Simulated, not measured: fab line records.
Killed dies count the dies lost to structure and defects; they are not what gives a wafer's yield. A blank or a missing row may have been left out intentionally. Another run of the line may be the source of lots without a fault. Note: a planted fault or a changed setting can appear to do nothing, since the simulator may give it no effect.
What tool caused it? -- flow gf180mcu -- 30 wafers from 10 lots sampled at 7 of the route's 602 steps

WHAT THE GAUGES READ, wafer by wafer
GF_HV_LDD_THK_MEAS_57.
lot,measured,on,HV_LDD_CVD_56_THK (nm)
L433,day 12 11:31,filmMetro-04,89.3 90.4 89.7
L434,day 13 02:05,filmMetro-01,88.7 88.6 88.6
L435,day 13 17:32,filmMetro-01,89.5 89.4 89.2
L438,day 14 08:24,filmMetro-03,89.8 89.3 89.3
L439,day 14 20:08,filmMetro-04,90.0 91.7 90.2
L449,day 17 21:52,filmMetro-03,87.0 86.9 87.7
L450,day 18 04:57,filmMetro-01,87.9 88.2 88.6
L451,day 18 09:02,filmMetro-04,91.7 91.9 90.6
L454,day 19 12:06,filmMetro-04,93.3 92.2 93.4
L455,day 19 18:17,filmMetro-03,89.2 88.8 88.4

GF_NSD_TW_MEAS_12.
lot,measured,on,NSD_TW
L433,day 13 07:56,filmMetro-03,4265 4260 4249
L434,day 13 22:27,filmMetro-03,4228 4215 4216
L435,day 14 14:20,filmMetro-01,4284 4308 4305
L438,day 15 06:06,filmMetro-03,3954 3953 3931 3933 3927 3947
L439,day 15 18:44,filmMetro-01,3990 4000 3972 3972 3983 3989
L449,day 18 22:06,filmMetro-01,4338 4339 4334
L450,day 19 05:48,filmMetro-02,4199 4191 4190
L451,day 19 09:20,filmMetro-01,4280 4313 4281
L454,day 20 12:22,filmMetro-03,4238 4226 4228
L455,day 20 19:01,filmMetro-02,4203 4177 4218

GF_PSD_RS_MEAS_14: a four-point-probe measurement.
lot,measured,on,NSD_RS (ohm/sq)
L433,day 14 04:59,filmMetro-03,46.22 46.09 46.25
L434,day 14 19:41,filmMetro-02,46.22 46.18 46.21
L435,day 15 11:49,filmMetro-02,46.12 46.13 46.23
L438,day 16 04:53,filmMetro-01,52.36 52.31 52.27 52.47 52.38 52.25
L439,day 16 17:38,filmMetro-03,52.56 52.58 52.46 52.68 52.55 52.58
L449,day 19 23:22,filmMetro-01,46.15 46.17 46.21
L450,day 20 06:27,filmMetro-03,45.96 45.94 46.02
L451,day 20 10:02,filmMetro-02,46.12 46.06 46.10
L454,day 21 12:39,filmMetro-02,46.13 46.27 46.09
L455,day 21 19:15,filmMetro-01,45.99 45.99 46.16

WHICH TOOL RAN EACH LOT (tool, then ch and the chambers of the sampled wafers, then the start)
lot,GF_HV_LDD_STRIP_37,GF_HV_LDD_RTA_52,GF_NSD_IMPLANT_09,GF_NSD_STRIP_11
L433,"plasmaAsher-04 ch 0,1, day 11 11:56","rtpAnneal-02 ch 0, day 12 07:43","implanter-03 ch 0, day 13 07:32","plasmaAsher-04 ch 0, day 13 07:49"
L434,"plasmaAsher-04 ch 0,1, day 12 02:01","rtpAnneal-02 ch 0, day 12 22:10","implanter-01 ch 0, day 13 22:04","plasmaAsher-01 ch 0,1, day 13 22:20"
L435,"plasmaAsher-04 ch 0,1, day 12 17:50","rtpAnneal-01 ch 0, day 13 14:51","implanter-01 ch 0, day 14 13:56","plasmaAsher-04 ch 0,1, day 14 14:14"
L438,"plasmaAsher-02 ch 0,1, day 13 07:34","rtpAnneal-02 ch 0, day 14 04:20","implanter-01 ch 0, day 15 05:43","plasmaAsher-04 ch 0,1, day 15 05:59"
L439,"plasmaAsher-01 ch 0,1, day 13 19:52","rtpAnneal-02 ch 0, day 14 17:26","implanter-01 ch 0, day 15 18:20","plasmaAsher-04 ch 0,1, day 15 18:38"
L449,"plasmaAsher-02 ch 0,1, day 16 19:46","rtpAnneal-02 ch 0, day 17 19:10","implanter-02 ch 0, day 18 21:44","plasmaAsher-03 ch 0,1, day 18 22:01"
L450,"plasmaAsher-04 ch 0,1, day 17 02:11","rtpAnneal-01 ch 0, day 18 02:12","implanter-03 ch 0, day 19 05:25","plasmaAsher-04 ch 0,1, day 19 05:41"
L451,"plasmaAsher-02 ch 0,1, day 17 06:29","rtpAnneal-02 ch 0, day 18 06:20","implanter-03 ch 0, day 19 08:56","plasmaAsher-03 ch 0,1, day 19 09:13"
L454,"plasmaAsher-04 ch 0,1, day 18 08:49","rtpAnneal-01 ch 0, day 19 09:05","implanter-03 ch 0, day 20 11:59","plasmaAsher-03 ch 0,1, day 20 12:16"
L455,"plasmaAsher-01 ch 0,1, day 18 13:43","rtpAnneal-01 ch 0, day 19 14:22","implanter-03 ch 0, day 20 18:38","plasmaAsher-01 ch 0,1, day 20 18:55"
- GF_HV_LDD_STRIP_37: strips in O2/N2.
- GF_HV_LDD_RTA_52: time 10 s.
- GF_NSD_IMPLANT_09
- GF_NSD_STRIP_11: strips in O2/N2.

WHAT THE TOOLS THEMSELVES READ (means of the sampled wafers that have a number; where no wafer has one, the mark that the record gives instead)
GF_HV_LDD_STRIP_37.
lot,tool,chamberPressureMTorr (mTorr),drypumpMotorCurrentA (A),heaterPowerW (W),oesProductAu (a.u.),stripTimeToEndpointS (s)
L433,plasmaAsher-04,1500.6,5.4,342,0.715,12.613
L434,plasmaAsher-04,1499.6,5.4,342,0.712,12.626
L435,plasmaAsher-04,1500.2,5.3,356,0.713,12.604
L438,plasmaAsher-02,1500.1,6.3,291,0.713,12.635
L439,plasmaAsher-01,1499.1,5.4,307,0.717,12.637
L449,plasmaAsher-02,1499.5,6.2,294,0.712,12.606
L450,plasmaAsher-04,1500.2,5.4,339,0.722,12.609
L451,plasmaAsher-02,1499.3,6.2,296,0.721,12.617
L454,plasmaAsher-04,1501.2,5.3,356,0.714,12.601
L455,plasmaAsher-01,1499.5,5.3,308,0.714,12.679

GF_HV_LDD_RTA_52.
lot,tool,lampPowerPct (%),wafer_temp_C_max
L433,rtpAnneal-02,34.0,1004.5
L434,rtpAnneal-02,34.0,1003.7
L435,rtpAnneal-01,29.2,1006.9
L438,rtpAnneal-02,34.0,1003.4
L439,rtpAnneal-02,34.0,1004.8
L449,rtpAnneal-02,34.0,1003.9
L450,rtpAnneal-01,29.3,1007.3
L451,rtpAnneal-02,34.0,1004.2
L454,rtpAnneal-01,29.2,1006.6
L455,rtpAnneal-01,29.3,1007.5

GF_NSD_IMPLANT_09.
lot,tool,beamEnergyKeV
L433,implanter-03,59.991
L434,implanter-01,59.974
L435,implanter-01,60.003
L438,implanter-01,38.443
L439,implanter-01,38.446
L449,implanter-02,59.984
L450,implanter-03,59.993
L451,implanter-03,60.024
L454,implanter-03,59.989
L455,implanter-03,60.001

GF_NSD_STRIP_11.
lot,tool,chamberPressureMTorr (mTorr),drypumpMotorCurrentA (A),heaterPowerW (W),oesProductAu (a.u.),stripTimeToEndpointS (s)
L433,plasmaAsher-04,1498.4,5.5,327,0.491,23.06
L434,plasmaAsher-01,1499.9,5.3,310,0.486,23.10
L435,plasmaAsher-04,1500.0,5.4,345,0.487,23.05
L438,plasmaAsher-04,1500.6,5.3,360,0.520,20.29
L439,plasmaAsher-04,1500.3,5.4,344,0.523,20.24
L449,plasmaAsher-03,1499.3,6.4,319,0.487,23.06
L450,plasmaAsher-04,1500.4,5.3,346,0.494,23.09
L451,plasmaAsher-03,1498.9,6.3,341,0.492,23.02
L454,plasmaAsher-03,1502.3,6.4,323,0.485,23.07
L455,plasmaAsher-01,1499.5,5.3,308,0.482,23.04

THE ANSWER, worked out from the rows above alone
Rule: the lots themselves supply what counts as usual. Put in order of their means at a reading, lots are off if they are a third of the lots or fewer, leave a main group of 4 or more, and stand apart from it by a gap of 3 or more times the standard deviation of the main group's means; of several such gaps the widest counts. A main group is skipped when, at the precision printed for the reading in the tables above, its means are all equal. A lot without any number at a reading at which 4 lots or more have one is off too. Where the step has rows for the other lots, those lots are counted as sound. After the gauges, taken in route order, come the tools' own readings; for these a lot's mean is taken, as printed above. At the first step where some lot is off, the reading lying furthest off is the one used; lots without a number count as furthest.
Off: L438, L439, at GF_NSD_TW_MEAS_12 (NSD_TW). The main group has a mean of 4254 with a standard deviation of 48.
A tool fits if, at a process step before that reading, it ran every lot that is off, and no sound lot after the first of them. The gauges at GF_NSD_TW_MEAS_12 aren't tried: what is off there is off at GF_NSD_IMPLANT_09 too, on other tools, and a gauge's error can't cause that. One fits: implanter-01 at GF_NSD_IMPLANT_09. Its last sound lot is L435 (day 14 13:56), its first lot that is off L438 (day 15 05:43): a fault that began between those two fits.
The tool's own readings at GF_NSD_IMPLANT_09 bear it out: on the lots that are off they differ by more than 5 times the standard deviation of the sound lots' means. beamEnergyKeV reads 38.444 there against 59.995 on the sound lots.

WHAT THE SIMULATOR HAD PUT IN
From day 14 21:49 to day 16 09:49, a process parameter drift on implanter-01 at GF_NSD_IMPLANT_09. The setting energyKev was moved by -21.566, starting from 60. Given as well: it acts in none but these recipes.
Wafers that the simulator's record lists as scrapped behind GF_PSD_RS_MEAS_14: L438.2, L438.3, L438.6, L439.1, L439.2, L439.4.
Shown lots that were struck: L438, L439. The rule given above showed the same thing.
